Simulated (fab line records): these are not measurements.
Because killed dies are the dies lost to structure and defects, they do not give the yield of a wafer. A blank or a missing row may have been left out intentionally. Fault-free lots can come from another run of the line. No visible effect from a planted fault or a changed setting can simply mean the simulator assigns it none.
fab line records :: flow sky130
record:
  lots: 6
  wafers: 18
  lastDay: 50
route steps=708 shown POLY_GATE@213 RES_PROTECT@214
lots with no fault: from the same line, run without faults
startH: the number of hours between the record's first day and the start of the first shown wafer of the lot :: waitH: hours from the lot's prior step to this one :: " repeats the value in the row above :: L1.1+2: one row covering several wafers at once :: - either no value or no given start :: * or withheld: withheld :: < > ~ a bound
route shown NAME@n: a module of which the file shows steps, and the number in the route of the first :: usual: the fault-free wafers' mean and standard deviation :: same: alike in all rows :: chamber/n: place in a boat :: sites: per-site readings :: _std_site: standard deviation across them :: _edge_site: outer sites' mean less inner sites' :: radiusMm: for every site, how far away it sits from the centre of the wafer :: mask NAME#n: copy n :: behind: the most recent tool/chamber to have shaped the wafer :: hold: cause of the lot's hold/its duration in hours/its outcome :: device: which transistor (n, p or np) failed to switch :: end of line: at the end of the route, the tests of the same wafers :: a step without rows: its recipe alone :: killed: at the first sort, the dies lost to defects and structure; wafer yield is something else :: map: dies across one wafer; x = killed, . = not, _ = none there
set.NAME: the setting as run; set.NAME@STEP: as run at that earlier step :: model.NAME: the simulator's own value behind a step, which no gauge read
certain route steps with their lots: each step a table, each wafer a row
services: when a tool's chamber went out of use (startH, in hours from the record's first day, below 0 if earlier), for how many hours, and the reason
== steps ==
step: SKY_POLY_GATE_IMPLANT_02
recipe:
  species: P
  energyKev: 30
  doseCm2: 7.7e+15
  tiltDeg: 0
step: SKY_RES_PROTECT_STRIP_07
recipe:
  chemistry: O2/N2
  powerW: 1400
  pressureMtorr: 1500
  platenTempC: withheld
  o2FlowSccm: 3000
  n2FlowSccm: 300
  overashFraction: 0.5
usual:
  drypumpMotorCurrentA: 5.42/0.17
  oesProductAu: 0.518/0.0048
  stripTimeToEndpointS: 23.31/0.047
lot.wafer: L427.1
tool: plasmaAsher-01
chamber: 1
startH: 392.83
waitH: 0.1
drypumpMotorCurrentA: 5.33
oesProductAu: 0.521
rfHoursCounterH: 28
stripTimeToEndpointS: 23.29

lot.wafer: L427.5
tool: plasmaAsher-01
chamber: 1
startH: 392.83
waitH: 0.1
drypumpMotorCurrentA: 5.35
oesProductAu: 0.519
rfHoursCounterH: -
stripTimeToEndpointS: 23.27

lot.wafer: L427.6
tool: plasmaAsher-01
chamber: 0
startH: 392.83
waitH: 0.1
drypumpMotorCurrentA: 5.38
oesProductAu: 0.512
rfHoursCounterH: -
stripTimeToEndpointS: 23.31

lot.wafer: L433.1
tool: plasmaAsher-04
chamber: 0
startH: 461.01
waitH: 0.1
drypumpMotorCurrentA: 5.42
oesProductAu: 0.517
rfHoursCounterH: 64
stripTimeToEndpointS: 23.36

lot.wafer: L433.5
tool: plasmaAsher-04
chamber: 0
startH: 461.01
waitH: 0.1
drypumpMotorCurrentA: 5.43
oesProductAu: 0.523
rfHoursCounterH: -
stripTimeToEndpointS: 23.28

lot.wafer: L433.6
tool: plasmaAsher-04
chamber: 1
startH: 461.01
waitH: 0.1
drypumpMotorCurrentA: 5.81
oesProductAu: 0.518
rfHoursCounterH: -
stripTimeToEndpointS: 23.28

lot.wafer: L434.1
tool: plasmaAsher-03
chamber: 1
startH: 461.13
waitH: 0.1
drypumpMotorCurrentA: 5.40
oesProductAu: 0.525
rfHoursCounterH: 3
stripTimeToEndpointS: 23.30

lot.wafer: L434.2
tool: plasmaAsher-03
chamber: 0
startH: 461.13
waitH: 0.1
drypumpMotorCurrentA: 5.24
oesProductAu: 0.520
rfHoursCounterH: 3
stripTimeToEndpointS: 23.26

lot.wafer: L434.4
tool: plasmaAsher-03
chamber: 0
startH: 461.13
waitH: 0.1
drypumpMotorCurrentA: 5.27
oesProductAu: 0.521
rfHoursCounterH: -
stripTimeToEndpointS: 23.26

lot.wafer: L435.1
tool: plasmaAsher-04
chamber: 0
startH: 470.58
waitH: 0.1
drypumpMotorCurrentA: 5.42
oesProductAu: 0.517
rfHoursCounterH: 65
stripTimeToEndpointS: 23.31

lot.wafer: L435.2
tool: plasmaAsher-04
chamber: 1
startH: 470.58
waitH: 0.1
drypumpMotorCurrentA: 5.76
oesProductAu: 0.526
rfHoursCounterH: 65
stripTimeToEndpointS: 23.28

lot.wafer: L435.5
tool: plasmaAsher-04
chamber: 0
startH: 470.58
waitH: 0.1
drypumpMotorCurrentA: 5.45
oesProductAu: 0.519
rfHoursCounterH: -
stripTimeToEndpointS: 23.34

lot.wafer: L443.1
tool: plasmaAsher-04
chamber: 0
startH: 519.06
waitH: 0.1
drypumpMotorCurrentA: 5.43
oesProductAu: 0.514
rfHoursCounterH: 69
stripTimeToEndpointS: 23.29

lot.wafer: L443.2
tool: plasmaAsher-04
chamber: 1
startH: 519.06
waitH: 0.1
drypumpMotorCurrentA: 5.80
oesProductAu: 0.518
rfHoursCounterH: 69
stripTimeToEndpointS: 23.27

lot.wafer: L443.3
tool: plasmaAsher-04
chamber: 0
startH: 519.06
waitH: 0.1
drypumpMotorCurrentA: 5.43
oesProductAu: 0.515
rfHoursCounterH: -
stripTimeToEndpointS: 23.24

lot.wafer: L444.3
tool: plasmaAsher-04
chamber: 0
startH: 524.02
waitH: 0.1
drypumpMotorCurrentA: 5.41
oesProductAu: 0.514
rfHoursCounterH: -
stripTimeToEndpointS: 23.39

lot.wafer: L444.5
tool: plasmaAsher-04
chamber: 1
startH: 524.02
waitH: 0.1
drypumpMotorCurrentA: 5.80
oesProductAu: 0.516
rfHoursCounterH: -
stripTimeToEndpointS: 23.35

lot.wafer: L444.6
tool: plasmaAsher-04
chamber: 0
startH: 524.02
waitH: 0.1
drypumpMotorCurrentA: 5.43
oesProductAu: 0.520
rfHoursCounterH: -
stripTimeToEndpointS: 23.38
step: SKY_RES_PROTECT_TW_MEAS_08
usual:
  POLY_GATE_TW: 3977/28
lot.wafer: L427.1
tool: filmMetro-01
chamber: -
startH: 392.93
waitH: 0.1
POLY_GATE_TW: 3974

lot.wafer: L427.5
tool: filmMetro-01
chamber: -
startH: 392.93
waitH: 0.1
POLY_GATE_TW: 3978

lot.wafer: L427.6
tool: filmMetro-01
chamber: -
startH: 392.93
waitH: 0.1
POLY_GATE_TW: 3975

lot.wafer: L433.1
tool: filmMetro-02
chamber: -
startH: 461.11
waitH: 0.1
POLY_GATE_TW: 3928

lot.wafer: L433.5
tool: filmMetro-02
chamber: -
startH: 461.11
waitH: 0.1
POLY_GATE_TW: 3945

lot.wafer: L433.6
tool: filmMetro-02
chamber: -
startH: 461.11
waitH: 0.1
POLY_GATE_TW: 3945

lot.wafer: L434.1
tool: filmMetro-01
chamber: -
startH: 461.23
waitH: 0.1
POLY_GATE_TW: 3961

lot.wafer: L434.2
tool: filmMetro-01
chamber: -
startH: 461.23
waitH: 0.1
POLY_GATE_TW: 3947

lot.wafer: L434.4
tool: filmMetro-01
chamber: -
startH: 461.23
waitH: 0.1
POLY_GATE_TW: 3945

lot.wafer: L435.1
tool: filmMetro-03
chamber: -
startH: 470.68
waitH: 0.1
POLY_GATE_TW: 3974

lot.wafer: L435.2
tool: filmMetro-03
chamber: -
startH: 470.68
waitH: 0.1
POLY_GATE_TW: 3969

lot.wafer: L435.5
tool: filmMetro-03
chamber: -
startH: 470.68
waitH: 0.1
POLY_GATE_TW: 3972

lot.wafer: L443.1
tool: filmMetro-02
chamber: -
startH: 519.16
waitH: 0.1
POLY_GATE_TW: 3981

lot.wafer: L443.2
tool: filmMetro-02
chamber: -
startH: 519.16
waitH: 0.1
POLY_GATE_TW: 3965

lot.wafer: L443.3
tool: filmMetro-02
chamber: -
startH: 519.16
waitH: 0.1
POLY_GATE_TW: 3957

lot.wafer: L444.3
tool: filmMetro-01
chamber: -
startH: 524.10
waitH: 0.1
POLY_GATE_TW: 4005

lot.wafer: L444.5
tool: filmMetro-01
chamber: -
startH: 524.10
waitH: 0.1
POLY_GATE_TW: 4004

lot.wafer: L444.6
tool: filmMetro-01
chamber: -
startH: 524.10
waitH: 0.1
POLY_GATE_TW: 3994
step: SKY_RES_PROTECT_CLEAN_09
recipe:
  chemistry: SC1/SC2
  mix: 1:4:20
  tempC: 70
  timeS: 150
  dry: n2Spin
step: SKY_POLY_GATE_CVD_03
recipe:
  material: Si3N4
  precursor: DCS/NH3
  targetThkNm: 75
  tempC: 770
  timeS: 1290
  pressureMtorr: 250
step: SKY_POLY_GATE_THK_MEAS_04
recipe:
  reads: Si3N4_of_POLY_GATE_CVD_03
usual:
  POLY_GATE_CVD_03_THK: 75.0/0.67
lot.wafer: L427.1
tool: filmMetro-04
chamber: -
startH: 394.84
waitH: 0.0
POLY_GATE_CVD_03_THK[nm]: 75.1

lot.wafer: L427.5
tool: filmMetro-04
chamber: -
startH: 394.84
waitH: 0.0
POLY_GATE_CVD_03_THK[nm]: 75.0

lot.wafer: L427.6
tool: filmMetro-04
chamber: -
startH: 394.84
waitH: 0.0
POLY_GATE_CVD_03_THK[nm]: 75.8

lot.wafer: L433.1
tool: filmMetro-02
chamber: -
startH: 462.59
waitH: 0.0
POLY_GATE_CVD_03_THK[nm]: 74.2

lot.wafer: L433.5
tool: filmMetro-02
chamber: -
startH: 462.59
waitH: 0.0
POLY_GATE_CVD_03_THK[nm]: 74.2

lot.wafer: L433.6
tool: filmMetro-02
chamber: -
startH: 462.59
waitH: 0.0
POLY_GATE_CVD_03_THK[nm]: 75.0

lot.wafer: L434.1
tool: filmMetro-02
chamber: -
startH: 463.95
waitH: 0.0
POLY_GATE_CVD_03_THK[nm]: 75.2

lot.wafer: L434.2
tool: filmMetro-02
chamber: -
startH: 463.95
waitH: 0.0
POLY_GATE_CVD_03_THK[nm]: 75.0

lot.wafer: L434.4
tool: filmMetro-02
chamber: -
startH: 463.95
waitH: 0.0
POLY_GATE_CVD_03_THK[nm]: 75.0

lot.wafer: L435.1
tool: filmMetro-04
chamber: -
startH: 472.15
waitH: 0.0
POLY_GATE_CVD_03_THK[nm]: 74.6

lot.wafer: L435.2
tool: filmMetro-04
chamber: -
startH: 472.15
waitH: 0.0
POLY_GATE_CVD_03_THK[nm]: 74.7

lot.wafer: L435.5
tool: filmMetro-04
chamber: -
startH: 472.15
waitH: 0.0
POLY_GATE_CVD_03_THK[nm]: 75.2

lot.wafer: L443.1
tool: filmMetro-04
chamber: -
startH: 520.64
waitH: 0.0
POLY_GATE_CVD_03_THK[nm]: 73.5

lot.wafer: L443.2
tool: filmMetro-04
chamber: -
startH: 520.64
waitH: 0.0
POLY_GATE_CVD_03_THK[nm]: 73.5

lot.wafer: L443.3
tool: filmMetro-04
chamber: -
startH: 520.64
waitH: 0.0
POLY_GATE_CVD_03_THK[nm]: 73.8

lot.wafer: L444.3
tool: filmMetro-04
chamber: -
startH: 526.00
waitH: 0.0
POLY_GATE_CVD_03_THK[nm]: 74.6

lot.wafer: L444.5
tool: filmMetro-04
chamber: -
startH: 526.00
waitH: 0.0
POLY_GATE_CVD_03_THK[nm]: 74.8

lot.wafer: L444.6
tool: filmMetro-04
chamber: -
startH: 526.00
waitH: 0.0
POLY_GATE_CVD_03_THK[nm]: 74.5
step: SKY_POLY_GATE_DEHYDRATE_05
recipe:
  tempC: 200
  timeS: 60
step: SKY_POLY_GATE_HMDS_06
recipe:
  primeTimeS: 60
  primeTempC: 120
step: SKY_POLY_GATE_COAT_07
recipe:
  resist: BARC
  tempC: withheld
  timeS: withheld
  spinRpm: 3000
  resistThkNm: 110
step: SKY_POLY_GATE_COAT_08
recipe:
  resist: KrF-thick
  spinRpm: 3000
  resistThkNm: 450
step: SKY_POLY_GATE_SOFTBAKE_09
recipe:
  tempC: 100
  timeS: 90
  resist: KrF-thick
step: SKY_POLY_GATE_EXPOSE_10
recipe:
  maskId: P1M
  na: 0.68
  sourceShape: conventional
  sigmaOuter: 0.6
  targetCdNm: 150
  doseMj: 28
step: SKY_POLY_GATE_PEB_11
recipe:
  pebTempC: withheld
  pebTimeS: withheld
  resist: KrF-thick
usual:
  chillPlateTempC: *
  exhaustPa: 45.0/0.86
lot.wafer: L427.1
tool: lithoTrack-01
chamber: 0
startH: 424
waitH: -
chillPlateTempC: *
exhaustPa: 42.2

lot.wafer: L427.5
tool: lithoTrack-01
chamber: 0
startH: 424
waitH: -
chillPlateTempC: *
exhaustPa: 44.0

lot.wafer: L427.6
tool: lithoTrack-01
chamber: 0
startH: 424
waitH: -
chillPlateTempC: *
exhaustPa: 45.0

lot.wafer: L433.1
tool: lithoTrack-04
chamber: 0
startH: 492
waitH: -
chillPlateTempC: *
exhaustPa: 45.5

lot.wafer: L433.5
tool: lithoTrack-04
chamber: 0
startH: 492
waitH: -
chillPlateTempC: *
exhaustPa: 45.4

lot.wafer: L433.6
tool: lithoTrack-04
chamber: 0
startH: 492
waitH: -
chillPlateTempC: *
exhaustPa: 45.4

lot.wafer: L434.1
tool: lithoTrack-04
chamber: -
startH: 494
waitH: -
chillPlateTempC: -
exhaustPa: -

lot.wafer: L434.2
tool: lithoTrack-04
chamber: -
startH: 494
waitH: -
chillPlateTempC: -
exhaustPa: -

lot.wafer: L434.4
tool: lithoTrack-04
chamber: -
startH: 494
waitH: -
chillPlateTempC: -
exhaustPa: -

lot.wafer: L435.1
tool: lithoTrack-02
chamber: -
startH: 502
waitH: -
chillPlateTempC: -
exhaustPa: -

lot.wafer: L435.2
tool: lithoTrack-02
chamber: -
startH: 502
waitH: -
chillPlateTempC: -
exhaustPa: -

lot.wafer: L435.5
tool: lithoTrack-02
chamber: -
startH: 502
waitH: -
chillPlateTempC: -
exhaustPa: -

lot.wafer: L443.1
tool: lithoTrack-02
chamber: 0
startH: 550
waitH: -
chillPlateTempC: *
exhaustPa: 44.6

lot.wafer: L443.2
tool: lithoTrack-02
chamber: 0
startH: 550
waitH: -
chillPlateTempC: *
exhaustPa: 45.6

lot.wafer: L443.3
tool: lithoTrack-02
chamber: 0
startH: 550
waitH: -
chillPlateTempC: *
exhaustPa: 46.1

lot.wafer: L444.3
tool: lithoTrack-01
chamber: 0
startH: 555
waitH: -
chillPlateTempC: *
exhaustPa: 44.9

lot.wafer: L444.5
tool: lithoTrack-01
chamber: 0
startH: 555
waitH: -
chillPlateTempC: *
exhaustPa: 45.1

lot.wafer: L444.6
tool: lithoTrack-01
chamber: 0
startH: 555
waitH: -
chillPlateTempC: *
exhaustPa: 44.9
step: SKY_POLY_GATE_DEVELOP_12
recipe:
  developTimeS: 60
  resist: KrF-thick
  devTempC: 21
== services ==
tool: plasmaAsher-03
chamber: -
startH: 399.36
hours: 2.8
kind: pm

tool: plasmaAsher-01
chamber: -
startH: 409.06
hours: 2.8
kind: pm

tool: plasmaAsher-03
chamber: -
startH: 421.25
hours: 9.0
kind: pm

tool: plasmaAsher-03
chamber: 0
startH: 421.25
hours: 9.0
kind: ventCycle

tool: plasmaAsher-03
chamber: 1
startH: 421.25
hours: 9.0
kind: ventCycle

tool: plasmaAsher-03
chamber: 0
startH: 430.25
hours: -
kind: clean

tool: plasmaAsher-03
chamber: 1
startH: 430.25
hours: -
kind: clean

tool: lithoTrack-02
chamber: -
startH: 437.12
hours: -
kind: consumableReplace:filter

tool: plasmaAsher-04
chamber: -
startH: 524.63
hours: 2.8
kind: pm
== key ==
firstSign:
  step: SKY_POLY_GATE_PEB_11
  reading: toolRecord
  direction: missing
effect none on later readings
metAt SKY_POLY_GATE_PEB_11
struckWafers L434.1,L434.2,L434.4,L435.1,L435.2,L435.5
laterRowsLeftOut L434.1,L434.2,L434.4,L435.1,L435.2,L435.5
sortLeftOut L434.1,L434.2,L434.4,L435.1,L435.2,L435.5
testerLeftOut L434,L435
onsetBetween 492 494
fault:
  kind: skippedStepWhole
  tool: lithoTrack-02,lithoTrack-04
  chamber: -
  onsetH: 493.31
  steps: SKY_POLY_GATE_PEB_11
  scope: struckLotsOnly
testerLeftOut: of these lots the tester's yield and bins aren't shown, on N5 and GAA mostly nor the transistor test; their killed dies are dies lost to structure and defects alone, not to doping, threshold or leakage, so they don't give the yield
sortLeftOut: the simulated sort isn't trusted on such a fault, so these wafers' sort isn't shown, and their yield isn't known
laterRowsLeftOut: the simulator's readings of these wafers behind a module that went badly wrong aren't trusted and aren't shown, but for the sort
